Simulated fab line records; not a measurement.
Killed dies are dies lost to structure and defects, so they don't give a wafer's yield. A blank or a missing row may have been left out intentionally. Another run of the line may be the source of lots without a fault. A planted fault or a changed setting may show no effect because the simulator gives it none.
fab line records	flow sky130
[record] lots = 6	wafers = 18	last_day = 50
route steps=708 shown SONOS_ONO@180 GATE_OXIDE@187 PAD_OPEN@708
lots that met no fault: taken from a fault-free run of the same line
start_h: start of the lot's first displayed wafer, in hours after the record's first day	wait_h: hours elapsed since this lot's preceding step	" repeats the value in the row above	L1.1+2: a row that stands for several wafers	- no value present, or no start provided	* or withheld: withheld	< > ~ a bound
route shown NAME@n: a module of which the file shows steps, and the number in the route of the first	usual: the fault-free wafers' mean and standard deviation	same: alike in all rows	chamber/n: place in a boat	sites: per-site readings	_std_site: how widely they spread, as a standard deviation	_edge_site: inner sites' mean taken away from outer sites' mean	radius_mm: for every site, how far away it sits from the centre of the wafer	mask NAME#n: copy n	behind: the most recent tool/chamber to have shaped the wafer	hold: what put the lot on hold/how long, in hours/how the hold closed	device: names the non-switching transistor (n, p or np)	end of line: at the end of the route, the tests of the same wafers	for a step that has no rows: nothing shown but its recipe	killed: at the first sort, the dies lost to defects and structure; wafer yield is something else	map: a wafer's dies, marking killed ones x, the rest . and places with no die _
set.NAME: the setting as run; set.NAME@STEP: as run at that earlier step	model.NAME: the simulator's own value behind a step, which no gauge read
certain route steps with their lots: each step a table, each wafer a row
services: from which hour (start_h, from the record's first day; less than 0 if before it) a tool's chamber was out of use, for how many hours, and why
[[steps]]
[step SKY_SONOS_ONO_DEVELOP_12]
[recipe] develop_time_s = 60	dev_temp_c = 23
[step SKY_SONOS_ONO_CD_MEAS_13]
[recipe] target_cd_nm = 410
[usual] cd_nm = 409.8/2.3
lot.wafer	tool	chamber	start_h	wait_h	cd_nm
L916.3	cd_sem-01	-	294.79	0.1	407.2
L916.5	"	-	"	"	408.6
L916.6	"	-	"	"	409.4
L921.2	cd_sem-01	-	350.23	0.1	410.5
L921.4	"	-	"	"	412.0
L921.5	"	-	"	"	411.7
L926.3	cd_sem-02	-	387.98	0.1	407.1
L926.4	"	-	"	"	405.5
L926.5	"	-	"	"	404.7
L928.3	cd_sem-01	-	407.59	0.1	411.1
L928.4	"	-	"	"	411.8
L928.6	"	-	"	"	410.8
L931.3	cd_sem-01	-	426.33	0.1	409.3
L931.5	"	-	"	"	408.7
L931.6	"	-	"	"	408.3
L937.1	cd_sem-01	-	472.69	0.1	408.1
L937.4	"	-	"	"	409.3
L937.6	"	-	"	"	407.4
[step SKY_SONOS_ONO_OVL_MEAS_14]
[usual] SONOS_ONO_OVL = 1.0/1.3
lot.wafer	tool	chamber	start_h	wait_h	SONOS_ONO_OVL[nm]
L916.3	overlay-02	-	294.88	0.1	1.3
L916.5	"	-	"	"	-1.3
L916.6	"	-	"	"	-2.0
L921.2	overlay-01	-	350.34	0.1	1.9
L921.4	"	-	"	"	0.0
L921.5	"	-	"	"	1.2
L926.3	overlay-01	-	388.07	0.1	1.5
L926.4	"	-	"	"	0.2
L926.5	"	-	"	"	0.1
L928.3	overlay-01	-	407.68	0.1	3.2
L928.4	"	-	"	"	3.5
L928.6	"	-	"	"	1.7
L931.3	overlay-02	-	426.42	0.1	1.6
L931.5	"	-	"	"	1.7
L931.6	"	-	"	"	1.8
L937.1	overlay-02	-	472.81	0.1	1.2
L937.4	"	-	"	"	0.3
L937.6	"	-	"	"	-0.1
[step SKY_SONOS_ONO_ETCH_15]
[recipe] target_depth_nm = 19.52	chemistry = CHF3/O2	source_w = 600	bias_w = 200	pressure_mtorr = 40	chf3_flow_sccm = 50	O2_flow_sccm = 5	time_s = 7.8
[usual] chamber_pressure_mTorr = 40.00/0.033	drypump_motor_current_A = 6.0/0.45	oes_product_au = 1.005/0.012	throttle_valve_pct = 8.824/0.01
lot.wafer	tool	chamber	start_h	wait_h	chamber_pressure_mTorr	drypump_motor_current_A	oes_product_au	rf_hours_counter_h	throttle_valve_pct
L916.3	rie_diel-02	3	294.91	0.0	39.99	6.4	1.013	25	8.826
L916.5	"	2	"	"	40.01	6.3	1.011	-	8.825
L916.6	"	3	"	"	40.02	6.3	1.007	-	8.816
L921.2	rie_diel-02	0	350.37	0.0	40.02	5.6	0.996	10	8.824
L921.4	"	2	"	"	40.07	6.3	1.007	6	8.828
L921.5	"	1	"	"	40.07	6.1	1.000	-	8.833
L926.3	rie_diel-04	1	388.09	0.0	39.98	5.6	1.013	4	8.839
L926.4	"	3	"	"	39.94	6.6	1.002	40	8.811
L926.5	"	2	"	"	40.01	6.3	0.982	-	8.817
L928.3	rie_diel-01	2	407.71	0.0	39.95	5.6	1.008	1	8.814
L928.4	"	1	"	"	40.05	5.4	1.024	9	8.831
L928.6	"	1	"	"	39.98	5.4	1.014	-	8.842
L931.3	rie_diel-02	1	426.44	0.0	39.98	6.1	1.010	10	8.826
L931.5	"	0	"	"	40.00	5.6	1.006	-	8.824
L931.6	"	3	"	"	40.02	6.4	1.015	-	8.835
L937.1	rie_diel-01	2	472.84	0.0	40.02	5.6	1.001	2	8.820
L937.4	"	1	"	"	40.02	5.4	1.003	10	8.830
L937.6	"	2	"	"	40.03	5.6	0.998	-	8.831
[step SKY_SONOS_ONO_WET_ETCH_16]
[recipe] chemistry = dHF	target_depth_nm = 14	dry = n2_spin	target = SiO2	dilution = 100:1	temp_c = 25	time_s = 280
[step SKY_SONOS_ONO_STRIP_17]
[recipe] chemistry = O2/N2	power_w = 1400	pressure_mtorr = 1500	platen_temp_c = withheld	o2_flow_sccm = 3000	n2_flow_sccm = 300	overash_fraction = 0.5
[usual] chamber_pressure_mTorr = 1500.1/1.3	drypump_motor_current_A = 5.6/0.45	oes_product_au = 0.709/0.0041	strip_time_to_endpoint_s = 14.11/0.042
[same] overash_fraction = 0.5
lot.wafer	tool	chamber	start_h	wait_h	chamber_pressure_mTorr	drypump_motor_current_A	oes_product_au	rf_hours_counter_h	strip_time_to_endpoint_s
L916.3	plasma_asher-03	0	295.06	0.0	1499.2	5.0	0.719	-	14.11
L916.5	"	1	"	"	1500.7	5.9	0.707	-	14.07
L916.6	"	0	"	"	1498.5	5.0	0.709	-	14.09
L921.2	plasma_asher-03	0	350.48	0.0	1501.3	5.0	0.709	51	14.12
L921.4	"	1	"	"	1499.8	5.8	0.706	-	14.06
L921.5	"	0	"	"	1500.4	5.0	0.704	-	14.09
L926.3	plasma_asher-03	1	388.23	0.0	1500.5	5.8	0.715	-	14.10
L926.4	"	0	"	"	1501.3	4.9	0.712	-	14.14
L926.5	"	0	"	"	1498.8	5.0	0.706	-	14.09
L928.3	plasma_asher-01	0	407.85	0.0	1501.1	5.7	0.709	-	14.09
L928.4	"	1	"	"	1500.8	6.2	0.707	-	14.12
L928.6	"	1	"	"	1499.4	6.1	0.716	-	14.09
L931.3	plasma_asher-01	0	426.59	0.0	1499.0	5.7	0.710	-	14.12
L931.5	"	1	"	"	1501.2	6.2	0.708	-	14.11
L931.6	"	0	"	"	1500.2	5.7	0.714	-	14.10
L937.1	plasma_asher-02	1	472.95	0.0	1501.0	5.5	0.703	4	14.13
L937.4	"	0	"	"	1499.3	6.3	0.711	-	14.08
L937.6	"	0	"	"	1499.7	6.2	0.713	-	14.11
[step SKY_SONOS_ONO_WET_ETCH_18]
[recipe] chemistry = H3PO4	target_depth_nm = 15	target = Si3N4	temp_c = 160	time_s = 172
[step SKY_GATE_OXIDE_CLEAN_00]
[recipe] chemistry = SC1/SC2	mix = 1:4:20	temp_c = 70	time_s = 150	dry = n2_spin
[step SKY_GATE_OXIDE_OXIDATION_01]
[recipe] temp_c = 900	ambient = O2	stabilise_s = 600	purge_s = 300	target_thk_a = 102.68	ox_time_s = 1473
[step SKY_GATE_OXIDE_THK_MEAS_02]
[recipe] reads = SiO2_of_GATE_OXIDE_OXIDATION_01
[usual] GATE_OXIDE_OXIDATION_00_THK = 10.39/0.23
lot.wafer	tool	chamber	start_h	wait_h	GATE_OXIDE_OXIDATION_00_THK[nm]
L916.3	film_metro-04	-	297.58	0.0	10.43
L916.5	"	-	"	"	10.51
L916.6	"	-	"	"	10.62
L921.2	film_metro-01	-	353.05	0.0	10.11
L921.4	"	-	"	"	10.18
L921.5	"	-	"	"	10.29
L926.3	film_metro-03	-	391.99	0.0	10.57
L926.4	"	-	"	"	10.44
L926.5	"	-	"	"	10.54
L928.3	film_metro-03	-	410.33	0.0	10.73
L928.4	"	-	"	"	10.96
L928.6	"	-	"	"	11.02
L931.3	film_metro-01	-	428.42	0.0	10.26
L931.5	"	-	"	"	10.14
L931.6	"	-	"	"	10.22
L937.1	film_metro-03	-	474.56	0.0	10.47
L937.4	"	-	"	"	10.24
L937.6	"	-	"	"	10.22
[step SKY_GATE_OXIDE_DEHYDRATE_03]
[recipe] temp_c = 200	time_s = 60
[step SKY_GATE_OXIDE_HMDS_04]
[recipe] prime_time_s = 60	prime_temp_c = 120
[step SKY_GATE_OXIDE_COAT_05]
[recipe] resist = NOVOLAK	spin_rpm = 3000	resist_thk_nm = 1140
[usual] resist_line_temp_C = 23.01/0.11
lot.wafer	tool	chamber	start_h	wait_h	resist_line_temp_C	model.NOVOLAK_of_GATE_OXIDE_COAT_05.thk_nm
L916.3	litho_track-02	0	309.70	0.1	23.09	1148
L916.5	"	0	"	"	22.97	1145
L916.6	"	0	"	"	22.97	1144
L921.2	litho_track-03	0	366.58	0.1	22.99	1138
L921.4	"	0	"	"	22.94	1136
L921.5	"	0	"	"	23.12	1140
L926.3	litho_track-03	0	406.76	0.1	23.19	483.7
L926.4	"	0	"	"	23.14	1141
L926.5	"	0	"	"	22.93	1139
L928.3	litho_track-03	0	424.06	0.1	23.15	481.9
L928.4	"	0	"	"	22.83	1140
L928.6	"	0	"	"	22.90	483.6
L931.3	litho_track-02	0	443.25	0.1	22.94	1138
L931.5	"	0	"	"	22.83	1140
L931.6	"	0	"	"	22.99	1140
L937.1	litho_track-02	0	489.20	0.1	23.04	1136
L937.4	"	0	"	"	22.98	1142
L937.6	"	0	"	"	22.96	1138
[step SKY_GATE_OXIDE_SOFTBAKE_06]
[recipe] temp_c = 90	time_s = 60	resist = NOVOLAK
[step SKY_GATE_OXIDE_EXPOSE_07]
[recipe] mask_id = LVOM	na = 0.6	source_shape = conventional	sigma_outer = 0.6	polarization = unpolarized	target_cd_nm = 600	dose_mj = 170
[step SKY_GATE_OXIDE_PEB_08]
[recipe] temp_c = withheld	time_s = *	resist = NOVOLAK
[step SKY_GATE_OXIDE_DEVELOP_09]
[recipe] resist = NOVOLAK	developer = TMAH	develop_time_s = 60	dev_temp_c = 23
[usual] resist_line_temp_C = 23.02/0.088
lot.wafer	tool	chamber	start_h	wait_h	resist_line_temp_C	model.NOVOLAK_of_GATE_OXIDE_COAT_05.thk_nm
L916.3	litho_track-01	0	323.34	0.1	23.17	1147
L916.5	"	0	"	"	22.94	1145
L916.6	"	0	"	"	22.93	1144
L921.2	litho_track-02	0	380.63	0.1	22.91	1138
L921.4	"	0	"	"	22.99	1136
L921.5	"	0	"	"	23.07	1140
L926.3	litho_track-01	0	421.29	0.1	22.86	483.3
L926.4	"	0	"	"	22.89	1140
L926.5	"	0	"	"	23.07	1138
L928.3	litho_track-02	0	439.90	0.1	22.97	481.5
L928.4	"	0	"	"	22.91	1139
L928.6	"	0	"	"	22.98	483.2
L931.3	litho_track-01	0	458.34	0.1	23.13	1137
L931.5	"	0	"	"	23.06	1139
L931.6	"	0	"	"	23.07	1139
L937.1	litho_track-01	0	504.78	0.1	23.07	1136
L937.4	"	0	"	"	23.16	1142
L937.6	"	0	"	"	23.07	1138
[step SKY_GATE_OXIDE_OVL_MEAS_10]
[usual] GATE_OXIDE_OVL = 0.3/1.6
lot.wafer	tool	chamber	start_h	wait_h	GATE_OXIDE_OVL[nm]
L916.3	overlay-02	-	323.45	0.1	1.3
L916.5	"	-	"	"	0.6
L916.6	"	-	"	"	1.1
L921.2	overlay-02	-	380.76	0.1	2.2
L921.4	"	-	"	"	-0.4
L921.5	"	-	"	"	1.1
L926.3	overlay-02	-	421.40	0.1	0.3
L926.4	"	-	"	"	0.9
L926.5	"	-	"	"	-0.9
L928.3	overlay-02	-	440.01	0.1	1.1
L928.4	"	-	"	"	0.5
L928.6	"	-	"	"	0.0
L931.3	overlay-01	-	458.45	0.1	1.1
L931.5	"	-	"	"	5.2
L931.6	"	-	"	"	3.2
L937.1	overlay-02	-	504.93	0.1	-1.3
L937.4	"	-	"	"	0.6
L937.6	"	-	"	"	2.7
[step SKY_GATE_OXIDE_IMPLANT_11]
[recipe] species = B	energy_kev = 10	dose_cm2 = 2.6e+12	tilt_deg = withheld
[step SKY_GATE_OXIDE_WET_ETCH_12]
[recipe] chemistry = dHF	target_depth_nm = 16.8	dry = n2_spin	target = SiO2	dilution = 100:1	temp_c = 25	time_s = 336
[step SKY_GATE_OXIDE_STRIP_13]
[recipe] chemistry = O2/N2	power_w = 1400	pressure_mtorr = 1500	platen_temp_c = withheld	o2_flow_sccm = 3000	n2_flow_sccm = 300	overash_fraction = 0.5
[usual] chamber_pressure_mTorr = 1500.0/1.3	drypump_motor_current_A = 5.6/0.42	oes_product_au = 0.716/0.0049	strip_time_to_endpoint_s = 14.19/0.034
[same] overash_fraction = 0.5
lot.wafer	tool	chamber	start_h	wait_h	chamber_pressure_mTorr	drypump_motor_current_A	oes_product_au	rf_hours_counter_h	strip_time_to_endpoint_s
L916.3	plasma_asher-03	1	323.76	0.0	1500.5	5.9	0.708	-	14.29
L916.5	"	1	"	"	1500.8	5.9	0.713	-	14.22
L916.6	"	0	"	"	1498.2	5.0	0.714	-	14.21
L921.2	plasma_asher-03	1	381.05	0.0	1500.2	5.9	0.724	54	14.17
L921.4	"	1	"	"	1499.9	5.8	0.714	-	14.13
L921.5	"	0	"	"	1499.7	5.0	0.713	-	14.17
L926.3	plasma_asher-01	0	421.71	0.0	1500.5	5.7	0.505	-	6.46
L926.4	"	1	"	"	1500.8	6.2	0.719	-	14.17
L926.5	"	1	"	"	1499.6	6.1	0.718	-	14.16
L928.3	plasma_asher-01	1	440.32	0.0	1498.1	6.1	0.503	-	6.45
L928.4	"	0	"	"	1498.7	5.7	0.711	-	14.17
L928.6	"	0	"	"	1498.5	5.7	0.513	-	6.47
L931.3	plasma_asher-03	1	458.76	0.0	1499.1	5.8	0.716	-	14.14
L931.5	"	1	"	"	1501.9	5.8	0.718	-	14.19
L931.6	"	0	"	"	1499.2	5.0	0.710	-	14.17
L937.1	plasma_asher-04	0	505.22	0.0	1499.5	5.8	0.716	36	14.13
L937.4	"	1	"	"	1500.9	5.3	0.712	-	14.20
L937.6	"	0	"	"	1501.0	5.8	0.715	-	14.19
[step SKY_GATE_OXIDE_TW_MEAS_14]
[usual] GATE_OXIDE_TW = 224.4/1.2
lot.wafer	tool	chamber	start_h	wait_h	GATE_OXIDE_TW
L916.3	film_metro-03	-	323.84	0.1	222.8
L916.5	"	-	"	"	223.2
L916.6	"	-	"	"	222.7
L921.2	film_metro-03	-	381.16	0.1	225.0
L921.4	"	-	"	"	223.8
L921.5	"	-	"	"	223.6
L926.3	film_metro-04	-	421.79	0.1	225.2
L926.4	"	-	"	"	223.9
L926.5	"	-	"	"	224.2
L928.3	film_metro-03	-	440.41	0.1	223.0
L928.4	"	-	"	"	222.6
L928.6	"	-	"	"	222.9
L931.3	film_metro-04	-	458.84	0.1	223.7
L931.5	"	-	"	"	222.2
L931.6	"	-	"	"	223.2
L937.1	film_metro-01	-	505.32	0.1	226.4
L937.4	"	-	"	"	224.8
L937.6	"	-	"	"	225.7
[step SKY_PAD_OPEN_PROBE_99]
[usual] killed_at_M0_to_M3 = 43/6.8	killed_at_M4_up = 3.2/1.8	killed_at_contacts = 24/6.2	killed_at_front_end = 15/4.7	killed_at_other = 0.4/0.63	killed_dies = 86/9.6	killed_on_rim = 17/3.9	killed_open = 47/6.9	killed_short = 39/6.3
[same] gross_dies = 492	killed_at_back_side = 0
lot.wafer	tool	chamber	start_h	wait_h	killed_at_M0_to_M3	killed_at_M4_up	killed_at_contacts	killed_at_front_end	killed_at_other	killed_dies	killed_on_rim	killed_open	killed_short
L921.2	prober-02	-	1120.68	0.1	53	8	19	11	1	92	17	44	47
L921.4	prober-02	-	1120.78	0.2	38	5	36	18	0	97	15	58	39
L921.5	prober-02	-	1120.83	0.2	44	3	24	20	2	93	12	44	48
L926.3	prober-01	-	1153.35	0.2	57	6	21	98	1	183	54	56	44
L926.4	prober-01	-	1153.40	0.2	40	1	28	5	0	74	10	46	28
L926.5	prober-01	-	1153.45	0.2	40	5	21	13	0	79	14	39	38
L928.3	prober-02	-	1160.98	0.2	49	2	25	82	0	158	55	53	39
L928.4	prober-02	-	1161.03	0.2	39	3	20	19	0	81	20	48	32
L928.6	prober-02	-	1161.13	0.2	49	2	15	105	1	172	63	44	34
// killed by level:class
L921.2 VIA1:geometric_particle:open=13 VIA3:geometric_particle:open=9 VIA1:geometric_particle:short=8 METAL4:geometric_particle:short=6 CONTACT:geometric_particle:open=6 VIA3:geometric_particle:short=5 METAL2:geometric_particle:short=4 LI_CONTACT:geometric_particle:open=4
L921.4 CONTACT:geometric_particle:open=13 LI_CONTACT:geometric_particle:open=10 VIA1:geometric_particle:open=9 VIA1:geometric_particle:short=6 FIELD_ISO:geometric_particle:open=5 POLY_GATE:geometric_particle:open=5 CONTACT:geometric_particle:short=5 LOCAL_INTERCONNECT:geometric_particle:short=4
L921.5 VIA1:geometric_particle:open=11 VIA3:geometric_particle:open=8 CONTACT:geometric_particle:open=7 VIA1:geometric_particle:short=6 FIELD_ISO:geometric_particle:short=5 POLY_GATE:geometric_particle:short=5 LI_CONTACT:geometric_particle:short=5 METAL1:geometric_particle:short=5
L926.3 GATE_OXIDE:area_expose=83 CONTACT:geometric_particle:open=12 VIA3:geometric_particle:open=8 VIA2:geometric_particle:open=8 VIA1:geometric_particle:open=7 METAL2:geometric_particle:short=6 POLY_GATE:geometric_particle:open=5 VIA2:geometric_particle:short=5
L926.4 VIA1:geometric_particle:open=13 LI_CONTACT:geometric_particle:open=12 CONTACT:geometric_particle:open=9 METAL1:geometric_particle:short=7 METAL2:geometric_particle:short=4 LOCAL_INTERCONNECT:geometric_particle:short=3 CONTACT:geometric_particle:short=3 VIA3:geometric_particle:open=3
L926.5 VIA1:geometric_particle:open=8 LI_CONTACT:geometric_particle:open=7 VIA2:geometric_particle:open=7 CONTACT:geometric_particle:open=6 VIA3:geometric_particle:open=6 POLY_GATE:geometric_particle:short=5 CONTACT:geometric_particle:short=5 METAL2:geometric_particle:short=5
L928.3 GATE_OXIDE:area_expose=66 VIA1:geometric_particle:open=14 CONTACT:geometric_particle:open=12 FIELD_ISO:geometric_particle:short=7 VIA2:geometric_particle:open=7 VIA1:geometric_particle:short=6 LI_CONTACT:geometric_particle:open=5 VIA3:geometric_particle:open=5
L928.4 VIA1:geometric_particle:open=10 LI_CONTACT:geometric_particle:open=9 VIA2:geometric_particle:open=9 CONTACT:geometric_particle:open=7 POLY_GATE:geometric_particle:short=5 VIA1:geometric_particle:short=5 POLY_GATE:geometric_particle:open=4 METAL1:geometric_particle:short=4
L928.6 GATE_OXIDE:area_expose=92 VIA2:geometric_particle:open=11 VIA1:geometric_particle:open=10 VIA3:geometric_particle:open=7 METAL1:geometric_particle:short=6 CONTACT:geometric_particle:short=5 FIELD_ISO:geometric_particle:short=4 CONTACT:geometric_particle:open=4
// map L926.3 (x killed, . not)
__________xxxx.xxxxx_________
________xxxxxxxx.xxx.x_______
______xxxxxx.x.x.xxx.xx._____
_____.x.x.x.x..x.....x...____
____.xxx.x....x.xx..xx.x.x___
___xxxx.xx.....xx.x....xxxx__
__xx.xx.xx.xxx....x..x..x.xx_
_xxx..xx.x.x..xxxxx......x...
_xxxx...x......x.xxxx........
_x..x........x.......x....xxx
_x.x.x.xx.xx.....x..........x
_xxxx....x.x..xx....x...x....
_xxxx........................
_xxx....x..x....x...x.....x..
_x.xxx..xx..x.x...x..x.......
__.x...xx..x..x......x.x.x.._
___xx...x..................__
____.xxx.........x..x.....___
_____x...x....xx..x..x..x____
______..x..x..x.x....x.._____
________.....x........_______
__________xx.x..x.x._________
// map L928.6 (x killed, . not)
__________.x.xx...x._________
________xxxx.....xx..x_______
______xxx.xx...x.x.x.xxx_____
_____.x.x......x...xxxx..____
____xxxx..x.xx...........x___
___xxx..x.....xx......xx..x__
__.x.......xx.........x..xx._
_xx.x.........xx.........x..x
_.xx....x....xx.....x.x..x..x
_x....xx.x........x......x.xx
_.x.xxxx.....x.....x...x..x.x
_.xx.....x........x....x..xx.
_xx...............xx.x....x.x
_x..............xx.........x.
_x.x..x........xx......x..xx.
__xxxxx.....x..xx.......x..x_
___xxx...x...x......x...xx.__
____xxxxx...xx..xx..x..x.x___
_____xx.xx......x....x.x.____
______xxx....x.xx...x.xx_____
________x...x...x.x.xx_______
__________xxx.xxxxx._________
[[services]]
tool	chamber	start_h	hours	kind
rie_diel-02	-	289.77	0.7	repair
rie_diel-02	-	291.31	2.8	pm
rie_diel-01	2	328.45	-	clean
rie_diel-01	2	328.45	26.0	scheduled_down
rie_diel-01	2	328.45	26.0	vent_cycle
rie_diel-01	3	358.26	5.1	repair
rie_diel-01	3	375.51	2.7	repair
rie_diel-01	2	378.92	13.9	repair
plasma_asher-03	-	398.54	1.7	repair
plasma_asher-01	-	411.08	1.6	repair
rie_diel-01	3	418.23	6.3	repair
plasma_asher-02	-	421.25	9.0	pm
plasma_asher-04	-	431.73	14.6	pm
rie_diel-01	3	435.08	1.3	repair
rie_diel-02	3	437.68	12.5	repair
rie_diel-04	2	440.29	1.2	repair
plasma_asher-02	-	445.92	0.6	repair
plasma_asher-02	-	447.96	2.8	pm
rie_diel-01	3	447.98	4.8	repair
rie_diel-04	1	452.26	1.7	repair
rie_diel-04	-	455.01	14.6	pm
rie_diel-04	-	481.34	0.5	repair
rie_diel-01	2	492.91	7.6	repair
plasma_asher-03	-	496.29	5.1	repair
[[key]]
[first_sign] step = SKY_GATE_OXIDE_STRIP_13	reading = strip_time_to_endpoint_s	direction = down	sigmas = 99+	usual = *	struck = *
[effect] step = SKY_GATE_OXIDE_STRIP_13	reading = oes_product_au	direction = down	sigmas = 43	usual = 0.716	struck = 0.507
[effect] step = SKY_PAD_OPEN_PROBE_99	reading = killed_at_front_end	direction = up	sigmas = 17	usual = 15	struck = 95
[model_effect] step = SKY_GATE_OXIDE_COAT_05	value = NOVOLAK_of_GATE_OXIDE_COAT_05.thk_nm	without = 1141	struck = 483.1
[model_effect] step = SKY_GATE_OXIDE_DEVELOP_09	value = NOVOLAK_of_GATE_OXIDE_COAT_05.thk_nm	without = 1140	struck = 482.7
[more_kills_born_at] SKY_GATE_OXIDE_EXPOSE_07@iline_stepper-01 = 158	SKY_GATE_OXIDE_EXPOSE_07@iline_stepper-02 = 83
met_at SKY_GATE_OXIDE_COAT_05
struck_wafers L926.3,L928.3,L928.6
tester_left_out L926,L928
onset_between 366.58 406.76
[fault] kind = process_parameter_drift	tool = litho_track-03	chamber = -	onset_h = 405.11	steps = SKY_GATE_OXIDE_COAT_05	channel = resist_thk_nm	offset = -657.25	shape = step	end_h = 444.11	scope = struck_wafers_only	acts_in = these_recipes_only	stated = 1140
// tester_left_out: of these lots the tester's yield and bins aren't shown, on N5 and GAA mostly nor the transistor test; their killed dies are dies lost to structure and defects alone, not to doping, threshold or leakage, so they don't give the yield
